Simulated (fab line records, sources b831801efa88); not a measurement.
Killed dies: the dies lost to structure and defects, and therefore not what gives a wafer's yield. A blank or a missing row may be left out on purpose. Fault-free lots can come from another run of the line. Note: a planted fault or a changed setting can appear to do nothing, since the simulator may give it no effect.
The tool behind it: which one? ; flow sky130 ; Sampling: 11 lots, 33 wafers, 6 of 708 route steps

WHAT EACH GAUGE READ, for each wafer
SKY_VT_ADJUST_HVTR_TW_MEAS_11. Usual: for VT_ADJUST_HVTR_TW the level is 210.5 and the standard deviation is 1.9.
lot;measured;on;VT_ADJUST_HVTR_TW;flag
L997;day 10 11:19;filmMetro-04;214.8 214.8 214.4;
L998;day 10 11:38;filmMetro-01;209.5 209.7 210.4;
L100;day 11 01:10;filmMetro-03;210.2 210.9 209.7;
L101;day 11 16:41;filmMetro-01;209.3 210.0 210.1;
L105;day 12 16:20;filmMetro-01;208.9 208.7 209.7;
L106;day 12 23:49;filmMetro-03;210.7 209.8 210.6;
L108;day 13 13:32;filmMetro-04;212.3 213.4 213.9;
L110;day 14 04:27;filmMetro-01;208.9 208.5 209.3;
L113;day 14 23:48;filmMetro-04;213.1 212.1 215.0;
L114;day 15 07:47;filmMetro-03;209.9 210.2 208.8;
L115;day 15 15:35;filmMetro-01;210.0 210.3 210.0;

SKY_VT_ADJUST_PCH_OVL_MEAS_07. Usual: for VT_ADJUST_PCH_OVL the level is -0.2 nm and the standard deviation is 1.6.
lot;measured;on;VT_ADJUST_PCH_OVL (nm);flag
L997;day 11 10:27;overlay-01;-2.4 0.0 -1.3;
L998;day 11 10:48;overlay-02;-2.2 0.4 -1.3;
L100;day 12 00:47;overlay-01;1.9 0.9 1.9;
L101;day 12 15:56;overlay-01;1.2 2.6 -0.2;
L105;day 13 17:13;overlay-02;-0.5 -1.1 -0.6;
L106;day 14 01:16;overlay-02;-2.9 -1.5 -1.6;
L108;day 14 15:52;overlay-01;1.1 2.3 0.2;
L110;day 15 06:55;overlay-01;0.6 0.6 -1.8;
L113;day 16 02:13;overlay-02;1.0 -0.3 2.0;
L114;day 16 10:46;overlay-02;-2.4 1.2 1.0;
L115;day 16 18:57;overlay-02;-2.2 -1.9 -1.3;

SKY_SONOS_TUNNEL_CD_MEAS_07 targets a cd of 410 nm. Usual: cdNm 410.4 nm, standard deviation 2.3.
lot;measured;on;cdNm (nm);flag
L997;day 12 11:19;cdSem-01;411.0 408.8 409.7;
L998;day 12 11:27;cdSem-01;409.7 407.3 409.8;
L100;day 13 01:25;cdSem-02;406.8 408.1 409.1;
L101;day 13 16:40;cdSem-01;412.5 411.5 411.8;
L105;day 14 19:14;cdSem-01;409.1 408.6 406.4;
L106;day 15 04:15;cdSem-01;411.0 409.8 408.5;
L108;day 15 18:01;cdSem-01;- - -;OFF
L110;day 16 09:29;cdSem-01;414.0 415.3 411.5;
L113;day 17 06:05;cdSem-01;411.7 412.8 412.7;
L114;day 17 15:27;cdSem-02;409.0 408.1 409.0;
L115;day 18 00:02;cdSem-01;409.4 410.9 409.0;

SKY_SONOS_TUNNEL_TW_MEAS_12. Usual: for SONOS_TUNNEL_TW the level is 197.2 and the standard deviation is 1.7.
lot;measured;on;SONOS_TUNNEL_TW;flag
L997;day 12 11:53;filmMetro-03;195.6 196.8 197.3;
L998;day 12 12:02;filmMetro-02;196.2 197.3 197.5;
L100;day 13 02:02;filmMetro-03;196.6 198.1 197.5;
L101;day 13 21:01;filmMetro-04;199.7 199.6 199.4;
L105;day 14 19:50;filmMetro-03;196.5 197.0 196.2;
L106;day 15 04:49;filmMetro-03;196.7 197.1 196.5;
L108;day 15 18:34;filmMetro-04;30.3 30.5 30.3;OFF
L110;day 16 10:03;filmMetro-02;195.3 196.0 196.2;
L113;day 17 06:40;filmMetro-04;200.0 199.3 200.2;
L114;day 17 15:59;filmMetro-04;199.1 198.5 199.3;
L115;day 18 00:40;filmMetro-02;194.8 195.6 196.8;

EACH LOT AND THE TOOL THAT RAN IT (in order: tool; ch and the chambers of the sampled wafers; start)
lot;SKY_VT_ADJUST_LVTN_STRIP_09;SKY_SONOS_TUNNEL_EXPOSE_04
L997;plasmaAsher-04 ch 0,1, day 7 17:33;ilineStepper-02 ch 0, day 11 23:28
L998;plasmaAsher-04 ch 0, day 7 18:15;ilineStepper-01 ch 0, day 11 23:42
L100;plasmaAsher-01 ch 0,1, day 8 07:34;ilineStepper-02 ch 0, day 12 13:42
L101;plasmaAsher-04 ch 1, day 8 21:29;ilineStepper-01 ch 0, day 13 04:24
L105;plasmaAsher-04 ch 0,1, day 9 17:32;ilineStepper-02 ch 0, day 14 06:22
L106;plasmaAsher-03 ch 0,1, day 9 23:57;ilineStepper-02 ch 0, day 14 14:30
L108;plasmaAsher-01 ch 0,1, day 10 12:21;ilineStepper-02 ch 0, day 15 05:46
L110;plasmaAsher-01 ch 0,1, day 11 02:14;ilineStepper-02 ch 0, day 15 20:05
L113;plasmaAsher-01 ch 0,1, day 11 19:41;ilineStepper-01 ch 0, day 16 16:08
L114;plasmaAsher-01 ch 0,1, day 12 03:50;ilineStepper-02 ch 0, day 17 01:49
L115;plasmaAsher-01 ch 1, day 12 10:01;ilineStepper-02 ch 0, day 17 09:12
- SKY_VT_ADJUST_LVTN_STRIP_09: strips in O2/N2.
- SKY_SONOS_TUNNEL_EXPOSE_04: exposes mask TUNM, target cd 410 nm.

AS READ BY THE TOOLS THEMSELVES (means over the sampled wafers that have a number; for cases with no such wafer, the mark the record gives instead)
SKY_VT_ADJUST_LVTN_STRIP_09. Usual: drypumpMotorCurrentA 5.4 A, standard deviation 0.36; oesProductAu 0.722 a.u., standard deviation 0.0044; stripTimeToEndpointS 36.91 s, standard deviation 0.12.
lot;tool;drypumpMotorCurrentA (A);oesProductAu (a.u.);stripTimeToEndpointS (s);flag
L997;plasmaAsher-04;5.3;0.719;37.06;
L998;plasmaAsher-04;5.5;0.720;36.97;
L100;plasmaAsher-01;5.3;0.725;36.97;
L101;plasmaAsher-04;4.9;0.718;37.01;
L105;plasmaAsher-04;5.1;0.721;36.89;
L106;plasmaAsher-03;5.6;0.721;36.79;
L108;plasmaAsher-01;5.4;0.720;36.70;
L110;plasmaAsher-01;5.4;0.722;36.89;
L113;plasmaAsher-01;5.3;0.721;36.91;
L114;plasmaAsher-01;5.4;0.723;37.04;
L115;plasmaAsher-01;5.3;0.722;36.88;

SKY_SONOS_TUNNEL_EXPOSE_04. Usual: focusOffsetNm -0.1 nm, standard deviation 0.51; stageVelMmS 500.02 mm/s, standard deviation 0.24.
lot;tool;focusOffsetNm (nm);stageVelMmS (mm/s);flag
L997;ilineStepper-02;0.0;500.08;
L998;ilineStepper-01;-0.0;499.70;
L100;ilineStepper-02;-0.3;500.03;
L101;ilineStepper-01;-0.2;500.03;
L105;ilineStepper-02;0.3;499.78;
L106;ilineStepper-02;0.3;499.69;
L108;ilineStepper-02;-0.6;499.97;
L110;ilineStepper-02;0.0;500.22;
L113;ilineStepper-01;0.2;499.71;
L114;ilineStepper-02;0.1;499.99;
L115;ilineStepper-02;0.1;499.98;

THE ANSWER, worked out from the rows above alone
Rule: lot off if the mean of its wafers having a number is beyond 3 standard deviations from the usual mean. A lot without any number at a reading at which 4 lots or more have one is off too. All remaining lots with rows at the step are treated as sound. The gauges are gone through in route order, then the tools' own readings, and for those a lot's mean is taken as printed above. At the first step where some lot is off, the reading lying furthest off is the one used; lots without a number count as furthest.
Off at SKY_SONOS_TUNNEL_CD_MEAS_07 (cdNm): L108. Without a number there: L108.
If a tool, at a process step before that reading, ran all the lots that are off and no sound lot after the first of them, it fits. Not tried: the gauges at SKY_SONOS_TUNNEL_CD_MEAS_07; whatever is off there is also off at SKY_SONOS_TUNNEL_TW_MEAS_12, on other tools, and gauge error can't account for it. Not one of the candidates tried fits.

WHAT THE SIMULATOR PUT IN
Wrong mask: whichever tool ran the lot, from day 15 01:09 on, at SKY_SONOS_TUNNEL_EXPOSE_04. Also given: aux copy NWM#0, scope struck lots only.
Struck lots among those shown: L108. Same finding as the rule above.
